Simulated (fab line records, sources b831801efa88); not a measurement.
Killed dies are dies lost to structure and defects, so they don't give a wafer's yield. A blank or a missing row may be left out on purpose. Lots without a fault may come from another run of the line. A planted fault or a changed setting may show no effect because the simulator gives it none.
fab line records | flow sky130
record lots=24 wafers=72 last_day=50
route steps=708 shown POLY_CUT@316 LI_CONTACT@378 METAL1@434 METAL2@486 VIA2@527
lots that met no fault: from a run of the same line without faults
start_h: hours from the record's first day to the start of the lot's first wafer shown | wait_h: hours since the lot's step before | " the same as in the row above | L1.1+2: a row that stands for several wafers | - no value, or no start given | * or withheld: withheld | < > ~ a bound
route shown NAME@n: a module of which the file shows steps, and the number in the route of the first | usual: mean/standard deviation of fault-free wafers | same: alike in all rows | chamber/n: place in a boat | sites: the reading at each site | _std_site: their standard deviation | _edge_site: outer sites' mean less inner sites' | radius_mm: how far each site lies from the wafer's centre | mask NAME#n: copy n | behind: the tool/chamber that last shaped the wafer | hold: why the lot was held/for how many hours/how that ended | device: the transistor (n, p or np) that didn't switch | end of line: the same wafers' tests at the end of the route | a step without rows: its recipe alone | killed: dies lost to structure and defects at the first sort, not the wafer's yield | map: a wafer's dies, x killed, . not, _ none there
set.NAME: the setting as run; set.NAME@STEP: as run at that earlier step | model.NAME: the simulator's own value behind a step, which no gauge read
steps of the route over a sample of lots; a table a step, a row a wafer
services: from which hour (start_h, from the record's first day; less than 0 if before it) a tool's chamber was out of use, for how many hours, and why
## steps
# step SKY_POLY_CUT_OVL_MEAS_09
# usual POLY_CUT_OVL=-1/4.3
# columns lot.wafer tool chamber start_h wait_h POLY_CUT_OVL[nm]
L074.2 overlay-02 - 590.42 0.1 3
L074.3 " - " " 4
L074.5 " - " " 3
L076.2 overlay-02 - 594.03 0.1 -4
L076.3 " - " " 1
L076.5 " - " " 0
L075.2 overlay-02 - 594.27 0.1 -2
L075.3 " - " " 0
L075.6 " - " " -3
L077.1 overlay-01 - 594.46 0.1 -10
L077.2 " - " " -7
L077.5 " - " " -13
L078.2 overlay-01 - 596.18 0.1 -1
L078.3 " - " " -1
L078.4 " - " " 4
L079.1 overlay-02 - 596.31 0.1 -1
L079.2 " - " " 1
L079.6 " - " " 4
L080.1 overlay-02 - 621.03 0.1 2
L080.2 " - " " 5
L080.3 " - " " 1
L081.2 overlay-01 - 622.52 0.1 4
L081.3 " - " " 1
L081.4 " - " " -1
L082.1 overlay-01 - 628.36 0.1 -3
L082.2 " - " " 3
L082.5 " - " " 1
L083.1 overlay-01 - 633.81 0.1 0
L083.4 " - " " 0
L083.6 " - " " 0
L085.2 overlay-02 - 645.18 0.1 -3
L085.4 " - " " -2
L085.5 " - " " -5
L084.2 overlay-02 - 648.22 0.1 -2
L084.4 " - " " -6
L084.5 " - " " -6
L086.1 overlay-02 - 661.01 0.1 0
L086.2 " - " " 9
L086.6 " - " " 6
L087.1 overlay-02 - 662.91 0.1 1
L087.2 " - " " 5
L087.5 " - " " 1
L088.1 overlay-02 - 669.62 0.1 0
L088.3 " - " " -9
L088.6 " - " " 1
L089.3 overlay-02 - 678.83 0.1 2
L089.5 " - " " 3
L089.6 " - " " 1
L090.1 overlay-02 - 697.02 0.1 -7
L090.2 " - " " 3
L090.6 " - " " -5
L091.1 overlay-02 - 699.56 0.1 -1
L091.4 " - " " -4
L091.5 " - " " -3
L092.1 overlay-02 - 716.17 0.1 -8
L092.5 " - " " -10
L092.6 " - " " -6
L093.1 overlay-01 - 716.66 0.1 -5
L093.4 " - " " -5
L093.6 " - " " -3
L094.1 overlay-02 - 726.64 0.1 0
L094.2 " - " " -4
L094.6 " - " " 1
L095.1 overlay-01 - 730.32 0.1 4
L095.3 " - " " 1
L095.6 " - " " 7
L096.1 overlay-01 - 734.07 0.1 -8
L096.2 " - " " 6
L096.5 " - " " -6
L097.3 overlay-02 - 745.88 0.1 -3
L097.5 " - " " -5
L097.6 " - " " -6
# step SKY_LI_CONTACT_STRIP_16
# recipe chemistry=O2/N2 power_w=1400 pressure_mtorr=1500 platen_temp_c=withheld o2_flow_sccm=3000 n2_flow_sccm=300 overash_fraction=0.5
# usual drypump_motor_current_A=6.0/0.5 o2_flow_sccm=3000/9.4 oes_product_au=0.375/0.0049 strip_time_to_endpoint_s=3.488/0.025
# columns lot.wafer tool chamber start_h wait_h drypump_motor_current_A o2_flow_sccm oes_product_au rf_hours_counter_h strip_time_to_endpoint_s
L074.2 plasma_asher-02 1 706.43 - 6.9 3019 0.381 27 3.507
L074.3 " 0 " " 6.0 3018 0.374 - 3.548
L074.5 " 1 " " 6.8 3004 0.374 - 3.497
L076.2 plasma_asher-03 0 709.48 - 5.8 2997 0.370 62 3.469
L076.3 " 1 " " 5.3 2991 0.375 - 3.462
L076.5 " 0 " " 5.8 2991 0.376 - 3.490
L075.2 plasma_asher-02 0 710.13 - 6.1 3012 0.373 27 3.506
L075.3 " 0 " " 6.1 3022 0.368 - 3.489
L075.6 " 0 " " 6.1 2998 0.374 - 3.505
L077.1 plasma_asher-01 1 710.78 - 5.6 3000 0.367 106 3.543
L077.2 " 0 " " 6.1 2989 0.382 106 3.545
L077.5 " 1 " " 5.6 3008 0.381 - 3.553
L078.2 plasma_asher-02 0 712.93 - 6.1 3012 0.376 27 3.465
L078.3 " 0 " " 6.0 2998 0.382 - 3.436
L078.4 " 1 " " 6.9 2999 0.383 - 3.481
L079.1 plasma_asher-02 0 713.43 - 6.1 3007 0.378 27 3.489
L079.2 " 1 " " 6.9 3018 0.378 27 3.492
L079.6 " 1 " " 6.8 3008 0.370 - 3.452
L080.1 plasma_asher-03 1 735.08 - 5.3 2997 0.374 65 3.462
L080.2 " 0 " " 5.8 3006 0.369 65 3.443
L080.3 " 1 " " 5.3 3015 0.370 - 3.479
L081.2 plasma_asher-02 0 735.18 - 6.0 2994 0.372 30 3.520
L081.3 " 1 " " 6.8 3003 0.376 - 3.485
L081.4 " 0 " " 6.0 2998 0.378 - 3.489
L082.1 plasma_asher-03 1 742.73 - 5.3 2993 0.380 65 3.541
L082.2 " 0 " " 5.8 2996 0.377 65 3.538
L082.5 " 0 " " 5.8 3002 0.364 - 3.475
L083.1 plasma_asher-02 0 746.39 - 6.1 2992 0.370 32 3.448
L083.4 " 1 " " 6.8 2984 0.375 - 3.460
L083.6 " 1 " " 6.8 2990 0.373 - 3.462
L085.2 plasma_asher-01 0 757.83 - 6.1 2994 0.371 1 3.471
L085.4 " 1 " " 5.6 2997 0.367 - 3.483
L085.5 " 1 " " 5.6 3003 0.365 - 3.469
L084.2 plasma_asher-01 0 759.58 - 6.1 3016 0.380 1 3.453
L084.4 " 0 " " 6.1 3008 0.373 - 3.499
L084.5 " 1 " " 5.6 2988 0.382 - 3.464
L086.1 plasma_asher-03 0 773.28 - 5.8 3014 0.376 69 3.471
L086.2 " 1 " " 5.3 3000 0.368 69 3.522
L086.6 " 1 " " 5.3 2999 0.383 - 3.511
L087.1 plasma_asher-03 0 774.09 - 5.8 3000 0.376 69 3.449
L087.2 " 1 " " 5.3 3013 0.370 69 3.508
L087.5 " 0 " " 5.8 2996 0.377 - 3.491
L088.1 plasma_asher-02 0 780.49 - 6.1 2995 0.380 35 3.500
L088.3 " 1 " " 6.8 2989 0.370 - 3.458
L088.6 " 0 " " 6.1 3012 0.375 - 3.469
L089.3 plasma_asher-01 1 788.82 - 5.5 3000 0.371 - 3.475
L089.5 " 0 " " 6.1 3014 0.379 - 3.526
L089.6 " 1 " " 5.6 3002 0.375 - 3.495
L090.1 plasma_asher-03 0 806.38 - 5.8 3016 0.365 72 3.500
L090.2 " 1 " " 5.3 2979 0.380 72 3.535
L090.6 " 1 " " 5.3 2986 0.369 - 3.507
L091.1 plasma_asher-02 0 809.69 - 6.0 2993 0.372 38 3.504
L091.4 " 0 " " 6.1 3000 0.371 - 3.528
L091.5 " 0 " " 6.0 3008 0.378 - 3.485
L092.1 plasma_asher-02 1 825.83 - 6.8 3001 0.375 40 3.511
L092.5 " 0 " " 6.1 2992 0.382 - 3.464
L092.6 " 1 " " 6.8 2988 0.372 - 3.465
L093.1 plasma_asher-01 0 825.98 - 6.1 3016 0.375 7 3.499
L093.4 " 1 " " 5.6 2999 0.375 - 3.506
L093.6 " 1 " " 5.6 2997 0.379 - 3.498
L094.1 plasma_asher-03 0 835.34 - 5.8 2997 0.386 75 3.505
L094.2 " 1 " " 5.3 2994 0.379 75 3.510
L094.6 " 1 " " 5.3 3008 0.373 - 3.526
L095.1 plasma_asher-03 1 838.33 - 5.3 3002 0.371 76 3.472
L095.3 " 0 " " 5.8 2995 0.378 - 3.497
L095.6 " 1 " " 5.3 2998 0.379 - 3.480
L096.1 plasma_asher-01 1 841.59 - 5.6 2999 0.370 9 3.471
L096.2 " 0 " " 6.1 3005 0.369 9 3.508
L096.5 " 0 " " 6.1 3009 0.376 - 3.492
L097.3 plasma_asher-01 0 853.61 - 6.1 2994 0.377 - 3.515
L097.5 " 0 " " 6.1 2999 0.381 - 3.451
L097.6 " 1 " " 5.5 3002 0.370 - 3.511
# step SKY_LI_CONTACT_CMP_24
# recipe stop_on=PSG t_overpolish_s=20 down_force_psi=3.5 platen_rpm=60 target_thk_nm=0 pad_velocity_m_s=0.94248
# usual head_pressure_psi=3.500/0.0073 motor_current_A=10.8/0.64 overpolish_run_s=20.000/0.009 time_to_endpoint_s=98/3.1
# columns lot.wafer tool chamber start_h wait_h head_pressure_psi motor_current_A overpolish_run_s time_to_endpoint_s
L074.2 cmp-02 1 707.23 0.1 3.489 11.5 20.006 94
L074.3 " 3 " " 3.499 10.0 19.984 89
L074.5 " 0 " " 3.501 11.5 19.987 93
L076.2 cmp-01 3 710.26 0.1 3.500 10.2 20.010 94
L076.3 " 2 " " 3.494 11.7 20.000 100
L076.5 " 3 " " 3.498 9.8 20.003 102
L075.2 cmp-01 3 711.11 0.0 3.511 9.6 19.993 95
L075.3 " 1 " " 3.484 11.4 20.003 100
L075.6 " 0 " " 3.518 11.1 19.998 98
L077.1 cmp-02 1 711.55 0.1 3.513 10.9 20.001 94
L077.2 " 0 " " 3.508 11.3 20.012 99
L077.5 " 1 " " 3.506 11.5 20.012 97
L078.3 cmp-02 1 713.68 0.0 3.493 11.0 19.999 94
L078.2 " 2 " " 3.495 10.3 19.985 98
L078.4 " 3 " " 3.505 10.2 20.004 99
L079.1 cmp-01 1 714.28 0.1 3.493 10.6 20.007 92
L079.2 " 2 " " 3.493 10.5 19.997 102
L079.6 " 3 " " 3.502 10.0 19.992 94
L080.2 cmp-01 2 735.94 0.0 3.502 11.7 20.014 97
L080.3 " 0 " " 3.513 11.1 20.002 98
L080.1 " 1 " " 3.500 11.0 19.974 95
L081.3 cmp-01 0 736.24 0.3 3.500 10.8 20.006 103
L081.2 " 1 " " 3.498 11.0 20.011 99
L081.4 " 3 " " 3.510 10.5 20.003 100
L082.2 cmp-02 1 743.96 0.5 3.497 11.7 19.997 94
L082.1 " 0 " " 3.489 10.9 20.008 98
L082.5 " 1 " " 3.495 11.7 20.007 97
L083.1 cmp-01 2 747.54 0.5 3.501 10.9 19.995 102
L083.4 " 3 " " 3.492 9.7 20.006 98
L083.6 " 0 " " 3.490 11.2 20.011 102
L085.4 cmp-01 0 758.58 0.0 3.493 11.2 20.021 99
L085.2 " 1 " " 3.505 11.7 19.991 97
L085.5 " 1 " " 3.506 10.4 20.007 97
L084.2 cmp-01 0 760.36 0.1 3.500 10.9 20.006 100
L084.4 " 1 " " 3.502 11.2 20.015 96
L084.5 " 3 " " 3.499 10.0 20.006 95
L086.2 cmp-02 0 774.08 0.1 3.492 11.2 19.995 100
L086.1 " 1 " " 3.499 11.7 19.999 100
L086.6 " 0 " " 3.514 11.3 20.005 100
L087.2 cmp-02 3 774.87 0.1 3.496 10.6 19.998 101
L087.1 " 1 " " 3.505 11.6 20.011 92
L087.5 " 3 " " 3.494 10.9 19.997 96
L088.1 cmp-01 3 781.27 0.1 3.500 9.9 20.007 101
L088.3 " 0 " " 3.497 10.7 19.998 100
L088.6 " 3 " " 3.509 10.0 20.009 102
L089.3 cmp-01 1 789.62 0.1 3.501 10.6 19.997 95
L089.6 " 3 " " 3.501 9.6 20.004 95
L089.5 " 0 " " 3.495 11.3 20.002 97
L090.1 cmp-01 1 807.13 0.1 3.500 11.0 19.987 99
L090.2 " 2 " " 3.498 10.9 20.012 105
L090.6 " 2 " " 3.492 10.6 20.003 104
L091.4 cmp-02 0 810.49 0.1 3.504 11.3 20.002 104
L091.1 " 1 " " 3.505 11.5 20.002 100
L091.5 " 3 " " 3.496 10.4 19.998 98
L092.1 cmp-01 2 826.71 0.2 3.486 11.3 19.998 100
L092.6 " 3 " " 3.504 10.2 20.009 100
L092.5 " 0 " " 3.499 11.4 19.999 97
L093.1 cmp-02 0 826.72 0.1 3.505 11.4 19.994 100
L093.4 " 3 " " 3.482 10.7 20.001 98
L093.6 " 0 " " 3.496 10.5 20.016 96
L094.2 cmp-02 2 836.17 0.1 3.509 10.4 20.009 95
L094.1 " 3 " " 3.499 10.7 19.996 97
L094.6 " 0 " " 3.505 11.2 20.000 99
L095.1 cmp-01 2 839.12 0.1 3.497 10.9 19.981 99
L095.3 " 3 " " 3.493 10.0 19.984 97
L095.6 " 2 " " 3.502 11.0 19.984 104
L096.2 cmp-01 1 842.39 0.1 3.501 11.2 19.992 98
L096.1 " 3 " " 3.497 9.7 20.003 100
L096.5 " 0 " " 3.496 11.5 19.994 104
L097.3 cmp-02 3 854.31 0.0 3.498 10.5 20.002 98
L097.5 " 3 " " 3.494 10.2 20.002 100
L097.6 " 0 " " 3.489 10.9 20.000 97
# step SKY_METAL1_SPUTTER_00
# recipe material=Ti target_thk_nm=15 power_w=3000 time_s=10 chamber_pressure_pa=0.4
# usual throttle_valve_pct=30.0/0.93
# columns lot.wafer tool chamber start_h wait_h throttle_valve_pct
L074.2 pvd_sputter-02 - 764.69 0.1 30.4
L074.3 " - " " 29.0
L074.5 " - " " 30.6
L076.2 pvd_sputter-02 - 767.24 0.1 30.3
L076.3 " - " " 30.3
L076.5 " - " " 28.9
L075.2 pvd_sputter-04 - 768.93 0.2 30.9
L075.3 " - " " 31.0
L075.6 " - " " 29.0
L077.1 pvd_sputter-02 - 769.34 0.2 30.4
L077.2 " - " " 30.5
L077.5 " - " " 29.0
L078.2 pvd_sputter-03 - 771.04 0.2 29.1
L078.3 " - " " 31.2
L078.4 " - " " 30.3
L079.1 pvd_sputter-02 - 771.73 0.2 30.6
L079.2 " - " " 30.6
L079.6 " - " " 30.5
L080.1 pvd_sputter-02 - 792.99 0.2 30.5
L080.2 " - " " 28.9
L080.3 " - " " 30.5
L081.2 pvd_sputter-03 - 793.90 0.2 28.5
L081.3 " - " " 31.3
L081.4 " - " " 29.5
L082.1 pvd_sputter-03 - 800.32 0.2 29.6
L082.2 " - " " 28.8
L082.5 " - " " 30.3
L083.1 pvd_sputter-03 - 802.55 0.2 31.4
L083.4 " - " " 30.4
L083.6 " - " " 29.7
L085.2 pvd_sputter-03 - 814.52 0.1 29.5
L085.4 " - " " 30.1
L085.5 " - " " 29.2
L084.2 pvd_sputter-04 - 815.78 0.2 29.2
L084.4 " - " " 27.8
L084.5 " - " " 27.6
L086.1 pvd_sputter-03 - 829.23 0.1 31.5
L086.2 " - " " 30.2
L086.6 " - " " 30.5
L087.1 pvd_sputter-02 - 829.53 0.2 30.5
L087.2 " - " " 30.6
L087.5 " - " " 30.2
L088.1 pvd_sputter-03 - 837.42 0.2 31.8
L088.3 " - " " 30.3
L088.6 " - " " 31.6
L089.3 pvd_sputter-02 - 844.31 0.1 30.4
L089.5 " - " " 30.5
L089.6 " - " " 30.2
L090.1 pvd_sputter-02 - 861.68 0.2 29.2
L090.2 " - " " 30.5
L090.6 " - " " 30.2
L091.1 pvd_sputter-02 - 865.96 0.2 30.6
L091.4 " - " " 30.6
L091.5 " - " " 30.4
L092.1 pvd_sputter-04 - 883.45 0.2 27.9
L092.5 " - " " 29.3
L092.6 " - " " 27.8
L093.1 pvd_sputter-03 - 883.75 0.2 31.3
L093.4 " - " " 29.0
L093.6 " - " " 28.6
L094.1 pvd_sputter-02 - 889.87 0.1 30.8
L094.2 " - " " 29.0
L094.6 " - " " 30.1
L095.1 pvd_sputter-03 - 894.27 0.2 29.1
L095.3 " - " " 31.5
L095.6 " - " " 30.2
L096.1 pvd_sputter-02 - 896.52 0.2 30.3
L096.2 " - " " 29.1
L096.5 " - " " 30.3
L097.3 pvd_sputter-02 - 908.94 0.1 30.6
L097.5 " - " " 30.5
L097.6 " - " " 29.0
# step SKY_METAL2_SPUTTER_03
# recipe material=Ti target_thk_nm=5 power_w=3000 time_s=3.3 chamber_pressure_pa=0.4
# usual throttle_valve_pct=30.1/0.82
# columns lot.wafer tool chamber start_h wait_h throttle_valve_pct
L074.2 pvd_sputter-03 - 820.64 0.0 28.8
L074.3 " - " " 30.0
L074.5 " - " " 30.4
L076.2 pvd_sputter-01 - 823.69 0.0 30.6
L076.3 " - " " 30.6
L076.5 " - " " 30.2
L075.2 pvd_sputter-02 - 824.84 0.0 30.5
L075.3 " - " " 30.4
L075.6 " - " " 29.1
L077.1 pvd_sputter-02 - 825.56 0.0 28.9
L077.2 " - " " 30.6
L077.5 " - " " 30.5
L078.2 pvd_sputter-03 - 827.89 0.0 28.8
L078.3 " - " " 31.4
L078.4 " - " " 30.4
L079.1 pvd_sputter-02 - 828.54 0.0 29.1
L079.2 " - " " 30.5
L079.6 " - " " 29.0
L080.1 pvd_sputter-03 - 847.94 0.0 31.2
L080.2 " - " " 30.2
L080.3 " - " " 28.5
L081.2 pvd_sputter-02 - 850.94 0.0 30.6
L081.3 " - " " 30.6
L081.4 " - " " 28.8
L082.1 pvd_sputter-02 - 856.24 0.0 30.2
L082.2 " - " " 30.5
L082.5 " - " " 28.8
L083.1 pvd_sputter-03 - 857.74 0.0 28.6
L083.4 " - " " 29.2
L083.6 " - " " 31.3
L085.2 pvd_sputter-03 - 869.52 0.0 31.6
L085.4 " - " " 30.3
L085.5 " - " " 30.1
L084.2 pvd_sputter-02 - 870.64 0.0 30.2
L084.4 " - " " 29.1
L084.5 " - " " 30.5
L086.1 pvd_sputter-01 - 884.64 0.0 30.4
L086.2 " - " " 31.0
L086.6 " - " " 30.6
L087.1 pvd_sputter-03 - 885.70 0.0 28.8
L087.2 " - " " 30.2
L087.5 " - " " 29.3
L088.1 pvd_sputter-03 - 892.20 0.0 31.7
L088.3 " - " " 29.9
L088.6 " - " " 28.6
L089.3 pvd_sputter-01 - 898.73 0.0 30.1
L089.5 " - " " 30.6
L089.6 " - " " 30.3
L090.1 pvd_sputter-01 - 915.28 0.0 30.5
L090.2 " - " " 30.8
L090.6 " - " " 30.2
L091.1 pvd_sputter-02 - 919.76 0.0 30.6
L091.4 " - " " 30.8
L091.5 " - " " 30.5
L092.1 pvd_sputter-02 - 936.47 0.0 30.4
L092.5 " - " " 30.5
L092.6 " - " " 28.8
L093.1 pvd_sputter-03 - 936.92 0.0 28.6
L093.4 " - " " 30.2
L093.6 " - " " 29.4
L094.1 pvd_sputter-03 - 942.31 0.0 29.3
L094.2 " - " " 30.1
L094.6 " - " " 29.3
L095.1 pvd_sputter-03 - 946.75 0.0 30.3
L095.3 " - " " 29.4
L095.6 " - " " 30.3
L096.1 pvd_sputter-01 - 949.33 0.0 30.0
L096.2 " - " " 30.1
L096.5 " - " " 30.8
L097.3 pvd_sputter-02 - 961.19 0.0 30.0
L097.5 " - " " 30.5
L097.6 " - " " 30.2
# step SKY_VIA2_SPUTTER_20
# recipe material=TiN target_thk_nm=20 chamber_pressure_pa=5 power_w=4000 time_s=80
# usual throttle_valve_pct=30.2/0.91
# columns lot.wafer tool chamber start_h wait_h throttle_valve_pct
L074.2 pvd_sputter-04 - 874.41 0.0 29.0
L074.3 " - " " 30.8
L074.5 " - " " 30.9
L076.2 pvd_sputter-01 - 880.39 0.0 30.8
L076.3 " - " " 30.6
L076.5 " - " " 30.3
L075.2 pvd_sputter-04 - 880.70 0.0 29.1
L075.3 " - " " 31.1
L075.6 " - " " 29.1
L077.1 pvd_sputter-03 - 880.89 0.0 28.7
L077.2 " - " " 30.3
L077.5 " - " " 31.3
L078.2 pvd_sputter-04 - 882.84 0.0 31.1
L078.3 " - " " 30.9
L078.4 " - " " 27.8
L079.1 pvd_sputter-01 - 883.60 0.0 30.5
L079.2 " - " " 30.1
L079.6 " - " " 30.2
L080.1 pvd_sputter-04 - 901.58 0.0 30.9
L080.2 " - " " 30.9
L080.3 " - " " 29.4
L081.2 pvd_sputter-03 - 903.67 0.0 30.3
L081.3 " - " " 29.6
L081.4 " - " " 31.5
L082.1 pvd_sputter-03 - 910.21 0.0 30.4
L082.2 " - " " 29.3
L082.5 " - " " 28.6
L083.1 pvd_sputter-03 - 911.21 0.0 28.7
L083.4 " - " " 30.1
L083.6 " - " " 29.5
L085.2 pvd_sputter-01 - 921.81 0.0 30.2
L085.4 " - " " 30.3
L085.5 " - " " 30.4
L084.2 pvd_sputter-04 - 922.22 0.0 29.1
L084.4 " - " " 31.2
L084.5 " - " " 29.2
L086.1 pvd_sputter-01 - 936.85 0.0 30.3
L086.2 " - " " 30.1
L086.6 " - " " 30.4
L087.1 pvd_sputter-01 - 938.36 0.0 30.1
L087.2 " - " " 30.5
L087.5 " - " " 30.5
L088.1 pvd_sputter-01 - 943.81 0.0 30.8
L088.3 " - " " 30.6
L088.6 " - " " 31.0
L089.3 pvd_sputter-03 - 950.59 0.0 30.2
L089.5 " - " " 31.4
L089.6 " - " " 29.3
L090.1 pvd_sputter-04 - 966.45 0.0 29.3
L090.2 " - " " 31.0
L090.6 " - " " 30.8
L091.1 pvd_sputter-01 - 970.92 0.0 30.6
L091.4 " - " " 31.0
L091.5 " - " " 30.2
L092.1 pvd_sputter-04 - 986.71 0.0 29.0
L092.5 " - " " 31.0
L092.6 " - " " 30.9
L093.1 pvd_sputter-01 - 988.51 0.0 30.0
L093.4 " - " " 30.7
L093.6 " - " " 30.7
L094.1 pvd_sputter-03 - 992.60 0.0 28.8
L094.2 " - " " 29.3
L094.6 " - " " 29.4
L095.1 pvd_sputter-01 - 996.45 0.0 31.0
L095.3 " - " " 30.4
L095.6 " - " " 30.5
L096.1 pvd_sputter-01 - 999.09 0.0 30.9
L096.2 " - " " 30.7
L096.5 " - " " 30.2
L097.3 pvd_sputter-03 - 1009.66 0.0 30.5
L097.5 " - " " 30.3
L097.6 " - " " 31.5
## services
# columns tool chamber start_h hours kind
cmp-02 - 689.49 1.9 repair
cmp-02 - 735.56 4.7 pm
cmp-02 - 744.26 4.0 pm
cmp-02 - 748.26 15.7 pm
pvd_sputter-04 - 760.20 1.0 repair
pvd_sputter-04 - 767.44 0.7 repair
cmp-02 - 777.14 1.3 repair
cmp-01 - 800.70 3.1 repair
cmp-02 - 805.14 1.0 repair
cmp-01 - 808.97 1.9 repair
pvd_sputter-02 - 812.79 4.9 repair
pvd_sputter-01 - 818.10 1.1 repair
cmp-02 - 820.91 2.7 repair
cmp-01 - 829.99 4.0 pm
cmp-01 - 842.75 0.4 repair
pvd_sputter-04 - 850.81 1.7 repair
cmp-01 - 873.79 9.9 pm
cmp-02 - 889.75 6.3 pm
cmp-01 - 903.37 2.6 repair
pvd_sputter-01 - 909.97 2.6 repair
cmp-01 - 912.17 4.0 pm
cmp-01 - 952.13 1.7 repair
pvd_sputter-02 - 983.41 1.5 repair
pvd_sputter-02 - 995.85 1.8 repair
## key
fault none
